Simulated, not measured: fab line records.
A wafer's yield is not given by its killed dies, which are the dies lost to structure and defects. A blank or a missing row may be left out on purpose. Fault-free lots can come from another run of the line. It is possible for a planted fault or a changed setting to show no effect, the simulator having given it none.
Matching of chambers + flow sky130 + SKY_VIA2_CMP_02 on cmp-01: 4 sister chambers
The step polishes SiO2. 14 wafers are shown with their chamber, then 7 later ones without.

## EACH WAFER AND ITS CHAMBER
| wafer  | chamber | motor current A (A) | slurry filter dp kPa (kPa) |
|--------|---------|---------------------|----------------------------|
| L507.1 | 0       | 10.6                | 13.39                      |
| L507.4 | 3       | 13.8                | 13.41                      |
| L507.5 | 1       | 10.4                | 13.59                      |
| L509.3 | 3       | 13.3                | 13.55                      |
| L509.4 | 0       | 11.6                | 13.45                      |
| L509.6 | 2       | 11.4                | 13.53                      |
| L512.2 | 3       | 14.0                | 13.33                      |
| L512.4 | 2       | 11.4                | 13.69                      |
| L512.5 | 1       | 10.6                | 13.20                      |
| L518.2 | 1       | 10.9                | 13.63                      |
| L518.4 | 2       | 11.7                | 13.34                      |
| L518.5 | 2       | 11.3                | 13.66                      |
| L519.2 | 2       | 11.4                | 13.32                      |
| L519.3 | 1       | 10.5                | 13.58                      |

SIGNATURES (means of the wafers above)
| reading              | chamber 0 | chamber 1 | chamber 2 | chamber 3 | scatter within a chamber |
|----------------------|-----------|-----------|-----------|-----------|--------------------------|
| motor current A      | 11.100    | 10.600    | 11.440    | 13.700    | 0.315                    |
| slurry filter dp kPa | 13.4200   | 13.5000   | 13.5080   | 13.4300   | 0.164                    |
Rule: for each reading, subtract the chamber's mean from the wafer's reading, divide by that reading's scatter and square the result; add these up over the readings and take the root, which gives the wafer's distance from the chamber. If the next closest chamber is less than 2 further off than the closest, the wafer can't be placed; otherwise it belongs to the closest. The scatter is the square root of a quotient: the sum, over the shown wafers, of each reading's squared deviation from its chamber's mean, divided by wafers minus chambers.

## WAFERS MISSING THEIR CHAMBER
| wafer  | motor current A (A) | slurry filter dp kPa (kPa) |
|--------|---------------------|----------------------------|
| L519.6 | 12.9                | 13.39                      |
| L520.2 | 10.7                | 13.39                      |
| L520.5 | 11.5                | 13.59                      |
| L520.6 | 10.5                | 13.29                      |
| L521.1 | 13.2                | 13.75                      |
| L521.3 | 11.1                | 13.79                      |
| L521.4 | 11.4                | 13.55                      |

## WHICH CHAMBER EACH WENT THROUGH
| wafer  | from the rows above          | in truth |
|--------|------------------------------|----------|
| L519.6 | 3                            | 3        |
| L520.2 | can't be placed: 1 or 0 or 2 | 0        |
| L520.5 | can't be placed: 2 or 0      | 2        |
| L520.6 | can't be placed: 1 or 0 or 2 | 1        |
| L521.1 | 3                            | 3        |
| L521.3 | can't be placed: 2 or 0 or 1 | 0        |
| L521.4 | can't be placed: 2 or 0      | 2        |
2 of 7 placed correctly. Not placeable from these rows: 5 (in 5, the candidates include the true chamber). Number placed wrongly: 0.
